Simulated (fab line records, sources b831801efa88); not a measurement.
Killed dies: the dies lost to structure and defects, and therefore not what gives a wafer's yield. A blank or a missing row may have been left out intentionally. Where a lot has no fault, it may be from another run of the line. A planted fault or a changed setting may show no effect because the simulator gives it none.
Struck lot and sound lot, side by side | flow gf180mcu | 27 steps out of a route of 602
Sound: the wafers L450.1, L450.2, L450.5. Wafers struck: L460.1, L460.4, L460.5. The cause is named last.
Order at every step that has rows: each side's tool, ch and its chambers, its first start. Under that, the readings that differ: sound wafers | struck wafers | difference of the means | sigmas: that difference in standard deviations of wafers without a fault.
alike: words and numbers the same on both sides, and readings whose means are apart by under 2 such deviations; not compared: readings that were withheld, readings missing a value for some wafer, numbers with overlapping values and no deviation given by the record, and bounds like >300 which may hide the same value.
The two part at a step that has a row with sigmas, a row that says differs or no value, or rows on one side only. Numbers that don't overlap but have no deviation are shown without sigmas and don't part them. A reading missing from all wafers of one side parts the sides only when that side holds two or more wafers.

first, 1 step without rows for these wafers: GF_MVPSD_IMPLANT_09.
GF_MVPSD_STRIP_10: strips in O2/N2.
  sound on plasma_asher-01 ch 0,1, day 5 20:21; struck on plasma_asher-01 ch 0,1, day 8 18:33
  alike: chamber_pressure_mTorr, drypump_motor_current_A, heater_power_w, oes_product_au, strip_time_to_endpoint_s
  not compared: rf_hours_counter_h
GF_MVPSD_TW_MEAS_11:
  sound on film_metro-03 at day 5 20:27; struck on film_metro-04 at day 8 18:39
  alike: MVPSD_TW
then, 7 steps without rows for these wafers: GF_VT_IMPLANT_DEHYDRATE_00 (time 60 s); GF_VT_IMPLANT_HMDS_01 (prime time 60 s); GF_VT_IMPLANT_COAT_02 (resist thk 1000 nm); GF_VT_IMPLANT_SOFTBAKE_03 (time 60 s); GF_VT_IMPLANT_EXPOSE_04 (exposes mask LVPWELL LV AREA, target cd 600 nm); GF_VT_IMPLANT_PEB_05; GF_VT_IMPLANT_DEVELOP_06 (develop time 60 s).
GF_VT_IMPLANT_OVL_MEAS_07:
  sound on overlay-02 at day 6 09:52; struck on overlay-02 at day 9 10:55
  alike: VT_IMPLANT_OVL
after that, 1 step had no rows for these wafers: GF_VT_IMPLANT_IMPLANT_08.
GF_VT_IMPLANT_STRIP_09: strips in O2/N2.
  sound on plasma_asher-04 ch 0,1, day 6 10:04; struck on plasma_asher-02 ch 0,1, day 9 11:06
  no value came back on the struck wafers for any of 5 readings (chamber_pressure_mTorr (mTorr), drypump_motor_current_A (A) and others); on the sound wafers chamber_pressure_mTorr (mTorr) reads 1497.8 1501.3 1497.2
  reading                                         | sound | struck         | difference | sigmas
  model.NOVOLAK_of_VT_IMPLANT_COAT_02.thk_nm (nm) | 0 0 0 | 1002 1001 1000 | +1001      |
  not compared: rf_hours_counter_h
GF_VT_IMPLANT_TW_MEAS_10:
  sound on film_metro-01 at day 6 10:10; struck on film_metro-01 at day 9 11:12
  alike: VT_IMPLANT_TW
then, 7 steps without rows for these wafers: GF_VT_IMPLANT_DEHYDRATE_11 (time 60 s); GF_VT_IMPLANT_HMDS_12 (prime time 60 s); GF_VT_IMPLANT_COAT_13 (resist thk 1000 nm); GF_VT_IMPLANT_SOFTBAKE_14 (time 60 s); GF_VT_IMPLANT_EXPOSE_15 (exposes mask Nwell LV AREA, target cd 860 nm); GF_VT_IMPLANT_PEB_16; GF_VT_IMPLANT_DEVELOP_17 (develop time 60 s).
GF_VT_IMPLANT_OVL_MEAS_18:
  sound on overlay-01 at day 7 00:22; struck on overlay-01 at day 10 04:28
  alike: VT_IMPLANT_01_OVL
after that, 1 step had no rows for these wafers: GF_VT_IMPLANT_IMPLANT_19.
GF_VT_IMPLANT_STRIP_20: strips in O2/N2.
  sound on plasma_asher-03 ch 0,1, day 7 00:33; struck on plasma_asher-02 ch 0, day 10 04:39
  reading                      | sound                | struck               | difference | sigmas
  drypump_motor_current_A (A)  | 6.0 5.9 6.0          | 4.8 4.8 4.8          | -1.2       | -3
  strip_time_to_endpoint_s (s) | 12.680 12.733 12.746 | 27.638 27.635 27.611 | +14.908    | +99 or more
  alike: chamber_pressure_mTorr, heater_power_w, oes_product_au
  not compared: rf_hours_counter_h
GF_VT_IMPLANT_TW_MEAS_21:
  sound on film_metro-01 at day 7 00:39; struck on film_metro-03 at day 10 04:45
  reading         | sound          | struck   | difference | sigmas
  VT_IMPLANT_2_TW | 1220 1216 1215 | 30 30 30 | -1187      | -99 or more
then, 1 step without rows for these wafers: GF_VT_IMPLANT_DEHYDRATE_22 (time 60 s).
-- here the record skips 23 days between the struck wafers' starts before and after, leaving off in module VT_IMPLANT and picking up in module PASSIVATION (first step shown: number 602 of the route) --
GF_PASSIVATION_PROBE_99:
  the record has rows for the struck wafers here (prober-02, day 33 03:24) and none for the sound ones

WHERE THEY PART
Earliest at GF_VT_IMPLANT_STRIP_09; latest, in this record, at GF_PASSIVATION_PROBE_99.

WHY: the cause the simulator had injected
Skipped step whole: plasma_asher-02, from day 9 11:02 on, at GF_VT_IMPLANT_STRIP_09. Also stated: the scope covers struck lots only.
